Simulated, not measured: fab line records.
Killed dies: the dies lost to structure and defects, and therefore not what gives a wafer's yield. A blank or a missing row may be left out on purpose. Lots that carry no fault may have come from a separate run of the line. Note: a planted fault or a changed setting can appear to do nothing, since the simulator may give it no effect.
fab line records    flow gf180mcu
record: lots: 13  wafers: 39  last-day: 34
route steps=602 shown MVSD@70 POLY_GATE@169 NSD@247 SAB@273
lots that met no fault: taken from a fault-free run of the same line
start-h: hours from the record's opening day to when the first of the lot's shown wafers began    wait-h: hours since the lot's step before    " unchanged from the row above    L1.1+2: one row covering several wafers at once    - no value, or no start was given    * or withheld: withheld    < > ~ a bound
route shown NAME@n: a module of which the file shows steps, and the number in the route of the first    usual: mean/standard deviation of fault-free wafers    same: alike in all rows    chamber/n: place in a boat    sites: readings site by site    _std_site: standard deviation of those values    _edge_site: inner sites' mean taken away from outer sites' mean    radius-mm: how far each site lies from the wafer's centre    mask NAME#n: copy n    behind: the most recent tool/chamber to have shaped the wafer    hold: the reason the lot was held/the length of the hold in hours/how it ended    device: the transistor (n, p or np) that didn't switch    end of line: tests of these same wafers at the route's end    a step with no rows: only its recipe    killed: the dies lost at the first sort to structure and to defects; this is not the yield of the wafer    map: a wafer's dies, x killed, . not, _ none there
set.NAME: the setting as run; set.NAME@STEP: as run at that earlier step    model.NAME: the simulator's own value behind a step, which no gauge read
one table for each step of the route and one row for each wafer, over a sample of lots
services: a tool's chamber out of use, with start hour (start-h, from the record's first day; less than 0 if before it), hours out, and reason
== steps ==
step: GF_MVSD_EXPOSE_04
recipe: mask-id: MVSD  target-cd-nm: 1000  na: 0.6  source-shape: conventional  sigma-outer: 0.6  dose-mj: 260
usual: exposure-dose-mJ-cm2: 260.07/0.24
lot.wafer  tool              chamber  start-h  wait-h  mask       exposure-dose-mJ-cm2
L476.1     iline-stepper-01  0        95.81    -       MVSD#0     259.85
L476.2     "                 0        "        "       MVSD#0     259.97
L476.4     "                 0        "        "       MVSD#0     260.07
L477.2     iline-stepper-01  0        95.95    -       MVSD#0     260.10
L477.3     "                 0        "        "       MVSD#0     260.05
L477.5     "                 0        "        "       MVSD#0     260.25
L480.1     iline-stepper-01  0        112.67   -       MVSD#0     260.13
L480.3     "                 0        "        "       MVSD#0     260.18
L480.6     "                 0        "        "       MVSD#0     259.91
L481.3     iline-stepper-02  0        120.23   -       MVSD#0     260.08
L481.4     "                 0        "        "       MVSD#0     259.91
L481.5     "                 0        "        "       MVSD#0     260.06
L482.2     iline-stepper-02  0        128.96   -       MVSD#0     260.24
L482.3     "                 0        "        "       MVSD#0     259.97
L482.5     "                 0        "        "       MVSD#0     259.94
L483.1     iline-stepper-01  0        129.19   -       MVSD#0     259.89
L483.4     "                 0        "        "       MVSD#0     260.18
L483.6     "                 0        "        "       MVSD#0     259.87
L485.1     iline-stepper-02  0        137.95   -       MVSD#0     259.90
L485.3     "                 0        "        "       MVSD#0     260.17
L485.6     "                 0        "        "       MVSD#0     260.07
L486.1     iline-stepper-02  0        145.57   -       MVSD_R1#0  259.85
L486.2     "                 0        "        "       MVSD_R1#0  259.90
L486.6     "                 0        "        "       MVSD_R1#0  259.72
L487.1     iline-stepper-01  0        154.57   -       MVSD#0     260.23
L487.5     "                 0        "        "       MVSD#0     260.40
L487.6     "                 0        "        "       MVSD#0     260.12
L491.1     iline-stepper-02  0        178.74   -       MVSD#0     259.87
L491.5     "                 0        "        "       MVSD#0     260.17
L491.6     "                 0        "        "       MVSD#0     259.58
L494.3     iline-stepper-01  0        195.73   -       MVSD#0     259.98
L494.5     "                 0        "        "       MVSD#0     259.71
L494.6     "                 0        "        "       MVSD#0     260.16
L495.1     iline-stepper-02  0        198.69   -       MVSD#0     259.86
L495.5     "                 0        "        "       MVSD#0     260.50
L495.6     "                 0        "        "       MVSD#0     260.54
L496.1     iline-stepper-02  0        199.97   -       MVSD#0     260.26
L496.4     "                 0        "        "       MVSD#0     259.94
L496.6     "                 0        "        "       MVSD#0     259.75
step: GF_POLY_GATE_ETCH_12
recipe: chemistry: N2/H2  target-depth-a: withheld  overetch-a: withheld  time-s: withheld  target: BARC  ion-energy-ev: 200  source-w: 500  bias-w: 100  pressure-mtorr: 30  n2-flow-sccm: 100  h2-flow-sccm: 200
usual: drypump-motor-current-A: 5.9/0.33  oes-product-au: 0.736/0.0047  throttle-valve-pct: 13.215/0.0091
lot.wafer  tool         chamber  start-h  wait-h  drypump-motor-current-A  oes-product-au  throttle-valve-pct
L476.1     rie-diel-02  0        221.82   0.0     5.8                      0.733           13.215
L476.2     "            1        "        "       6.4                      0.735           13.231
L476.4     "            3        "        "       6.0                      0.737           13.213
L477.2     rie-diel-03  2        222.00   0.0     5.8                      0.736           13.197
L477.3     "            1        "        "       5.8                      0.739           13.208
L477.5     "            1        "        "       5.8                      0.727           13.220
L480.1     rie-diel-03  0        239.15   0.0     6.0                      0.729           13.213
L480.3     "            2        "        "       5.8                      0.739           13.233
L480.6     "            0        "        "       5.9                      0.735           13.212
L481.3     rie-diel-02  0        249.93   0.0     5.8                      0.734           13.204
L481.4     "            1        "        "       6.5                      0.732           13.210
L481.5     "            2        "        "       5.5                      0.738           13.220
L482.2     rie-diel-02  0        263.75   0.0     5.8                      0.733           13.213
L482.3     "            2        "        "       5.6                      0.739           13.215
L482.5     "            2        "        "       5.5                      0.731           13.220
L483.1     rie-diel-04  1        263.77   0.0     6.2                      0.735           13.210
L483.4     "            0        "        "       5.6                      0.738           13.217
L483.6     "            1        "        "       6.2                      0.733           13.214
L485.1     rie-diel-04  0        276.25   0.0     5.6                      0.743           13.219
L485.3     "            3        "        "       5.4                      0.732           13.224
L485.6     "            1        "        "       6.2                      0.730           13.216
L486.1     rie-diel-04  0        281.73   0.0     5.6                      0.732           13.213
L486.2     "            1        "        "       6.2                      0.736           13.208
L486.6     "            1        "        "       6.2                      0.735           13.218
L487.1     rie-diel-04  1        295.10   0.0     6.2                      0.729           13.204
L487.5     "            0        "        "       5.6                      0.736           13.219
L487.6     "            3        "        "       5.4                      0.731           13.203
L491.1     rie-diel-02  0        326.23   0.0     5.8                      0.734           13.207
L491.5     "            2        "        "       5.6                      0.739           13.206
L491.6     "            1        "        "       6.4                      0.737           13.218
L494.3     rie-diel-03  3        345.13   0.0     5.4                      0.738           13.226
L494.5     "            0        "        "       5.9                      0.729           13.226
L494.6     "            1        "        "       5.8                      0.741           13.209
L495.1     rie-diel-03  1        350.45   0.0     5.8                      0.743           13.222
L495.5     "            0        "        "       5.9                      0.732           13.195
L495.6     "            3        "        "       5.4                      0.740           13.209
L496.1     rie-diel-02  1        353.90   0.0     6.4                      0.748           13.219
L496.4     "            2        "        "       5.6                      0.750           13.215
L496.6     "            2        "        "       5.6                      0.740           13.227
step: GF_NSD_TW_MEAS_12
usual: NSD_TW: 4235/22
lot.wafer  tool           chamber  start-h  wait-h  NSD_TW
L476.1     film-metro-04  -        325.80   0.1     4280
L476.2     "              -        "        "       4271
L476.4     "              -        "        "       4279
L477.2     film-metro-04  -        327.24   0.1     4245
L477.3     "              -        "        "       4236
L477.5     "              -        "        "       4250
L480.1     film-metro-04  -        346.18   0.1     4237
L480.3     "              -        "        "       4249
L480.6     "              -        "        "       4260
L481.3     film-metro-01  -        358.02   0.1     4240
L481.4     "              -        "        "       4222
L481.5     "              -        "        "       4235
L483.1     film-metro-04  -        375.50   0.1     4220
L483.4     "              -        "        "       4228
L483.6     "              -        "        "       4241
L482.2     film-metro-03  -        375.92   0.1     4230
L482.3     "              -        "        "       4246
L482.5     "              -        "        "       4245
L485.1     film-metro-01  -        388.90   0.1     4177
L485.3     "              -        "        "       4202
L485.6     "              -        "        "       4212
L486.1     film-metro-03  -        392.60   0.1     4212
L486.2     "              -        "        "       4203
L486.6     "              -        "        "       4190
L487.1     film-metro-03  -        412.00   0.1     4243
L487.5     "              -        "        "       4252
L487.6     "              -        "        "       4247
L491.1     film-metro-03  -        444.48   0.1     4194
L491.5     "              -        "        "       4208
L491.6     "              -        "        "       4217
L494.3     film-metro-04  -        469.85   0.1     4240
L494.5     "              -        "        "       4263
L494.6     "              -        "        "       4215
L495.1     film-metro-04  -        475.50   0.1     4214
L495.5     "              -        "        "       4232
L495.6     "              -        "        "       4243
L496.1     film-metro-01  -        479.80   0.1     4232
L496.4     "              -        "        "       4210
L496.6     "              -        "        "       4249
step: GF_SAB_CD_MEAS_09
recipe: target-cd-nm: 420
usual: cd-nm: 419.9/2.1
lot.wafer  tool       chamber  start-h  wait-h  cd-nm
L476.1     cd-sem-01  -        368.49   0.1     420.3
L476.2     "          -        "        "       419.9
L476.4     "          -        "        "       421.2
L477.2     cd-sem-02  -        370.11   0.1     419.7
L477.3     "          -        "        "       419.0
L477.5     "          -        "        "       418.0
L480.1     cd-sem-02  -        391.22   0.1     422.2
L480.3     "          -        "        "       420.4
L480.6     "          -        "        "       424.4
L481.3     cd-sem-01  -        403.75   0.1     423.3
L481.4     "          -        "        "       422.9
L481.5     "          -        "        "       422.2
L483.1     cd-sem-01  -        422.21   0.1     417.4
L483.4     "          -        "        "       416.3
L483.6     "          -        "        "       418.1
L482.2     cd-sem-02  -        422.46   0.1     418.0
L482.3     "          -        "        "       421.0
L482.5     "          -        "        "       418.1
L485.1     cd-sem-01  -        436.99   0.1     420.5
L485.3     "          -        "        "       422.9
L485.6     "          -        "        "       420.3
L486.1     cd-sem-02  -        441.07   0.1     419.4
L486.2     "          -        "        "       418.2
L486.6     "          -        "        "       419.6
L487.1     cd-sem-01  -        459.87   0.1     420.1
L487.5     "          -        "        "       420.0
L487.6     "          -        "        "       422.4
L491.1     cd-sem-01  -        493.12   0.1     420.0
L491.5     "          -        "        "       419.9
L491.6     "          -        "        "       419.5
L494.3     cd-sem-02  -        517.80   0.1     419.1
L494.5     "          -        "        "       415.5
L494.6     "          -        "        "       418.1
L495.1     cd-sem-02  -        523.17   0.1     415.0
L495.5     "          -        "        "       416.6
L495.6     "          -        "        "       415.6
L496.1     cd-sem-02  -        526.67   0.1     419.3
L496.4     "          -        "        "       419.2
L496.6     "          -        "        "       419.3
== services ==
tool              chamber  start-h  hours  kind
rie-diel-03       0        80.12    15.3   repair
iline-stepper-02  -        93.85    4.4    pm
iline-stepper-02  -        104.65   7.4    repair
rie-diel-03       0        140.94   7.5    repair
rie-diel-02       -        143.45   0.8    repair
rie-diel-03       -        147.61   2.8    pm
rie-diel-02       2        150.34   11.6   repair
rie-diel-02       0        154.61   7.5    repair
rie-diel-02       3        167.99   8.6    repair
rie-diel-02       2        171.89   9.7    repair
rie-diel-03       -        180.83   14.6   pm
rie-diel-02       1        185.39   1.5    repair
iline-stepper-02  -        187.42   7.6    repair
iline-stepper-02  -        195.01   1.7    pm
iline-stepper-02  -        204.86   11.4   repair
iline-stepper-01  -        216.23   1.7    pm
iline-stepper-02  -        218.58   2.1    pm
rie-diel-04       2        246.64   4.8    repair
rie-diel-04       -        280.67   0.6    repair
rie-diel-03       1        281.33   3.9    repair
rie-diel-03       3        289.80   5.4    repair
rie-diel-04       3        290.20   1.8    repair
iline-stepper-02  -        326.49   2.4    repair
rie-diel-03       2        327.77   1.2    repair
== key ==
first-sign: step: GF_MVSD_EXPOSE_04  reading: mask  direction: changed
effect none on later readings
met-at GF_MVSD_EXPOSE_04
struck-lots L486
sort-left-out L486.1,L486.2,L486.6
tester-left-out L486
not-acting-at GF_POLY_GATE_ETCH_12,GF_NSD_TW_MEAS_12,GF_SAB_CD_MEAS_09
onset-between 137.95 145.57
fault: kind: wrong-mask  tool: any  chamber: -  onset-h: 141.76  steps: GF_MVSD_EXPOSE_04  aux-copy: MVSD_R1#0  cd-offset-nm: -200  scope: struck-lots-only
tester-left-out: of these lots the tester's yield and bins aren't shown, on N5 and GAA mostly nor the transistor test; their killed dies are dies lost to structure and defects alone, not to doping, threshold or leakage, so they don't give the yield
sort-left-out: the simulated sort isn't trusted on such a fault, so these wafers' sort isn't shown, and their yield isn't known
